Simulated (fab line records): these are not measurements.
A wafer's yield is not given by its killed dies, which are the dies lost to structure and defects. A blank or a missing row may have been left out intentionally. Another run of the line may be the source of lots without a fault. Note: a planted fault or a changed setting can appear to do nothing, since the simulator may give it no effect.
2 desks, one fault / flow gf180mcu / only its own numbers are on each desk; what lay behind them is given at the end

== THE TOOL OWNER'S DESK: pecvd-03 ==
The tool's own readings at GF_V1_CVD_02 (deposits SiO2 from TEOS, target thk 850 nm, time 94.851 s): means of the sampled wafers that have a number, for each lot that ran on this tool. The brackets show how far a lot's mean lies from the usual mean; more than 4 standard deviations puts the lot out of limits, marked OUT.
Columns: A = heater-power-w at GF_V1_CVD_02, usual 718 W; B = rf-fwd-power-W at GF_V1_CVD_02, usual 595.3 W
lot=L143; first seen here=day 19 05:55; A=741; B=595.0
lot=L145; first seen here=day 19 23:32; A=713; B=593.8
lot=L149; first seen here=day 21 03:52; A=695; B=592.9
lot=L151; first seen here=day 22 01:43; A=736; B=563.1 (-15) OUT
This desk finds L151 out of limits, L151 being first, at day 22 01:43 (rf-fwd-power-W at GF_V1_CVD_02). L143, L145, L149: within limits.

== METROLOGY DESK ==
Lot by lot, what the gauges showed, no matter which tool ran the lot: averages of those sampled wafers that carry a number. The brackets show how far a lot's mean lies from the usual mean; more than 4 standard deviations puts the lot out of limits, marked OUT.
Columns: A = V1_CVD_02_THK at GF_V1_THK_MEAS_03, usual 854 nm
lot=L138; first seen here=day 17 09:31; A=866
lot=L139; first seen here=day 17 16:57; A=860
lot=L140; first seen here=day 18 06:48; A=846
lot=L141; first seen here=day 18 07:07; A=849
lot=L143; first seen here=day 19 05:59; A=858
lot=L145; first seen here=day 19 23:38; A=860
lot=L149; first seen here=day 21 03:56; A=860
lot=L150; first seen here=day 21 16:40; A=845
lot=L151; first seen here=day 22 01:47; A=829
lot=L158; first seen here=day 24 08:39; A=846
lot=L159; first seen here=day 24 15:58; A=855
This desk found nothing out of limits on any of the 11 lots.

== PUT TOGETHER ==
An alarm could have come from the tool owner's desk at day 22 01:43, on L151.
Metrology desk: nothing out of limits seen.
The metrology desk holds a record of L151, inside its limits.
All the named lots went through GF_V1_CVD_02 on pecvd-03.

== WHAT THE SIMULATOR HAD PUT IN ==
pecvd-03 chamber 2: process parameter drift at GF_V1_CVD_02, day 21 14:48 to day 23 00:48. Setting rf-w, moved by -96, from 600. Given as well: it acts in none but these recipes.
Lots struck among those shown: L151.
How many hours passed from the start of the fault until each desk's first out-of-limits reading: the tool owner's desk, 11.
